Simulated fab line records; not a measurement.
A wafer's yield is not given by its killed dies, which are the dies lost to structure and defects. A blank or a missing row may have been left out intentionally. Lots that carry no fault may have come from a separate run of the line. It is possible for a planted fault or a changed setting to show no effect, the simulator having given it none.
Which tool did it? + flow gf180mcu + Sampling: 6 lots, 18 wafers, 2 of 602 route steps

## WHAT EACH GAUGE READ, for each wafer
GF_POLY_GATE_THK_MEAS_01.
| lot  | measured     | on           | POLY_GATE_CVD_00_THK (nm) |
|------|--------------|--------------|---------------------------|
| L120 | day 9 01:10  | filmMetro-04 | 199.7 198.7 199.5         |
| L123 | day 9 22:41  | filmMetro-04 | 202.0 201.0 201.6         |
| L126 | day 10 19:18 | filmMetro-03 | 199.8 200.5 201.0         |
| L128 | day 11 10:07 | filmMetro-02 | 197.5 200.3 197.7         |
| L130 | day 11 19:52 | filmMetro-03 | 223.5 219.3 211.4         |
| L139 | day 14 14:04 | filmMetro-04 | 197.4 196.9 198.2         |

## TOOL THAT RAN EACH LOT (tool first, then ch and the chambers of the sampled wafers, then the start)
| lot  | GF_POLY_GATE_CVD_00         |
|------|-----------------------------|
| L120 | lpcvd-01 ch 1, day 8 23:49  |
| L123 | lpcvd-02 ch 1, day 9 21:20  |
| L126 | lpcvd-01 ch 1, day 10 17:18 |
| L128 | lpcvd-02 ch 0, day 11 08:47 |
| L130 | lpcvd-02 ch 0, day 11 18:32 |
| L139 | lpcvd-01 ch 0, day 14 12:43 |
- GF_POLY_GATE_CVD_00: deposits poly-Si, target thk 200 nm, time 1200 s.

## THE ANSWER, worked out from the rows above alone
Rule: what is usual is taken from the lots themselves. Put in order of their means at a reading, lots are off if they are a third of the lots or fewer, leave a main group of 4 or more, and stand apart from it by a gap of 3 or more times the standard deviation of the main group's means; of several such gaps the widest counts. A main group is skipped when, at the precision printed for the reading in the tables above, its means are all equal. Also off: a lot with no number at a reading for which 4 or more lots have one. All remaining lots with rows at the step are treated as sound.
Off: L130, at GF_POLY_GATE_THK_MEAS_01 (POLY_GATE_CVD_00_THK). Mean 199.5 nm and standard deviation 1.4 in the main group.
If a tool, at a process step before that reading, ran all the lots that are off and no sound lot after the first of them, it fits. Gauges at GF_POLY_GATE_THK_MEAS_01: tried the same way as those tools. This does not decide it: 2 tools fit, namely lpcvd-02 at GF_POLY_GATE_CVD_00 and filmMetro-03 at GF_POLY_GATE_THK_MEAS_01.

## WHAT HAD BEEN PUT IN BY THE SIMULATOR
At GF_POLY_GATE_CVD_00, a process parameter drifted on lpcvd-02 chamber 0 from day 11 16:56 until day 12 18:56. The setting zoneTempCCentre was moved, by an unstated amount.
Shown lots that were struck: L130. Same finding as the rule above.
